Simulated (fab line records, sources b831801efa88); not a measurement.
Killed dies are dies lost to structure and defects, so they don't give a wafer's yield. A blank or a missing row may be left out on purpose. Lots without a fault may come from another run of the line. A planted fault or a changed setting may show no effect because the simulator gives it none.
fab line records | flow sfq_line
record lots=13 wafers=39 last_day=91
route steps=325 shown I7@297
lots that met no fault: from a run of the same line without faults
start_h: hours from the record's first day to the start of the lot's first wafer shown | wait_h: hours since the lot's step before | " the same as in the row above | L1.1+2: a row that stands for several wafers | - no value, or no start given | * or withheld: withheld | < > ~ a bound
route shown NAME@n: a module of which the file shows steps, and the number in the route of the first | usual: mean/standard deviation of fault-free wafers | same: alike in all rows | chamber/n: place in a boat | sites: the reading at each site | _std_site: their standard deviation | _edge_site: outer sites' mean less inner sites' | radius_mm: how far each site lies from the wafer's centre | mask NAME#n: copy n | behind: the tool/chamber that last shaped the wafer | hold: why the lot was held/for how many hours/how that ended | device: the transistor (n, p or np) that didn't switch | end of line: the same wafers' tests at the end of the route | a step without rows: its recipe alone | killed: dies lost to structure and defects at the first sort, not the wafer's yield | map: a wafer's dies, x killed, . not, _ none there
set.NAME: the setting as run; set.NAME@STEP: as run at that earlier step | model.NAME: the simulator's own value behind a step, which no gauge read
steps of the route over a sample of lots; a table a step, a row a wafer
services: from which hour (start_h, from the record's first day; less than 0 if before it) a tool's chamber was out of use, for how many hours, and why
## steps
# step SFQ_TRILAYER_I7_CMP_CMP_184
# recipe material=SiO2 down_force_psi=3 platen_rpm=60 pad_velocity_m_s=0.94248
# usual motor_current_A=10.5/1.2 platen_rpm=60.00/0.044 time_to_endpoint_s=222/8.7
# columns lot.wafer tool chamber start_h wait_h motor_current_A platen_rpm time_to_endpoint_s
L675.2 cmp-01 3 1816.30 0.0 11.6 59.96 233
L675.4 " 1 1817.30 1.0 9.3 60.03 220
L675.5 " 0 1818.80 2.5 12.1 60.01 219
L679.2 cmp-02 1 1835.00 2.8 9.3 54.04 244
L679.1 " 3 1836.00 3.8 11.8 59.92 217
L679.6 " 1 1837.00 4.7 9.5 53.98 247
L681.2 cmp-01 1 1845.38 1.5 9.5 60.07 218
L681.4 " 2 " " 11.4 59.97 223
L681.5 " 1 1847.38 3.4 10.2 60.07 217
L687.1 cmp-01 0 1964.18 0.0 11.7 60.04 213
L687.4 " 2 1965.18 1.0 11.1 60.01 216
L687.6 " 0 1966.18 2.0 11.5 60.02 222
L688.3 cmp-01 0 1967.68 1.1 11.8 60.05 214
L688.4 " 2 1968.68 2.1 11.3 60.00 212
L688.6 " 3 " " 11.8 59.98 230
L690.3 cmp-01 3 2067.91 1.2 11.7 60.00 238
L690.4 " 0 " " 11.9 59.94 224
L690.5 " 2 2069.41 2.7 11.1 59.97 230
L691.4 cmp-02 2 2079.72 9.4 8.4 59.98 219
L691.2 " 3 " " 11.8 59.99 213
L691.6 " 1 2081.22 10.9 9.5 59.98 215
L692.4 cmp-01 3 2082.28 7.2 11.3 60.00 246
L692.2 " 0 " " 11.7 60.04 227
L692.3 " 2 2083.78 8.7 11.4 60.08 213
L693.4 cmp-01 0 2085.28 2.6 11.7 59.98 229
L693.2 " 3 2086.78 4.2 11.5 59.96 234
L693.6 " 0 " " 11.6 59.96 229
L694.3 cmp-02 3 2088.72 5.1 11.2 59.98 213
L694.6 " 1 2089.72 6.0 9.5 59.94 217
L694.5 " 2 " " 8.7 60.02 217
L696.2 cmp-02 2 2090.89 0.0 9.0 59.99 212
L696.1 " 0 2091.89 1.0 9.9 60.05 228
L696.5 " 3 2093.39 2.5 11.0 59.87 218
L695.2 cmp-01 2 2091.37 1.5 11.0 59.95 222
L695.6 " 3 " " 11.1 60.07 251
L695.5 " 0 " " 11.6 60.01 224
L698.1 cmp-02 2 2106.81 1.5 7.7 60.05 208
L698.5 " 3 " " 11.1 60.01 220
L698.6 " 0 " " 9.6 60.04 220
## services
# columns tool chamber start_h hours kind
cmp-02 - 1794.25 - consumable_replace:conditioner
cmp-02 - 1794.25 - consumable_replace:pad
cmp-02 - 1814.60 1.6 repair
cmp-02 - 1882.07 1.7 repair
cmp-01 - 1920.56 4.6 pm
cmp-01 - 1924.09 2.0 repair
cmp-01 - 1940.81 4.0 pm
cmp-01 - 1944.81 - consumable_replace:conditioner
cmp-01 - 1944.81 - consumable_replace:pad
cmp-01 - 1944.81 5.9 pm
cmp-01 - 1984.86 3.0 repair
cmp-02 - 1995.43 4.0 repair
cmp-01 - 2058.00 0.7 repair
cmp-02 - 2061.41 5.3 pm
cmp-01 - 2070.41 8.9 pm
## key
first_sign step=SFQ_TRILAYER_I7_CMP_CMP_184 reading=platen_rpm direction=down sigmas=99+ usual=60.00 struck=54.01
effect step=SFQ_TRILAYER_I7_CMP_CMP_184 reading=time_to_endpoint_s direction=up sigmas=2.6 usual=* struck=*
met_at SFQ_TRILAYER_I7_CMP_CMP_184
struck_lots L679
struck_wafers L679.2,L679.6
fault kind=process_parameter_drift tool=cmp-02 chamber=1 onset_h=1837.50 steps=SFQ_TRILAYER_I7_CMP_CMP_184 channel=platen_rpm offset=-6 shape=step end_h=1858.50 acts_in=these_recipes_only stated=60
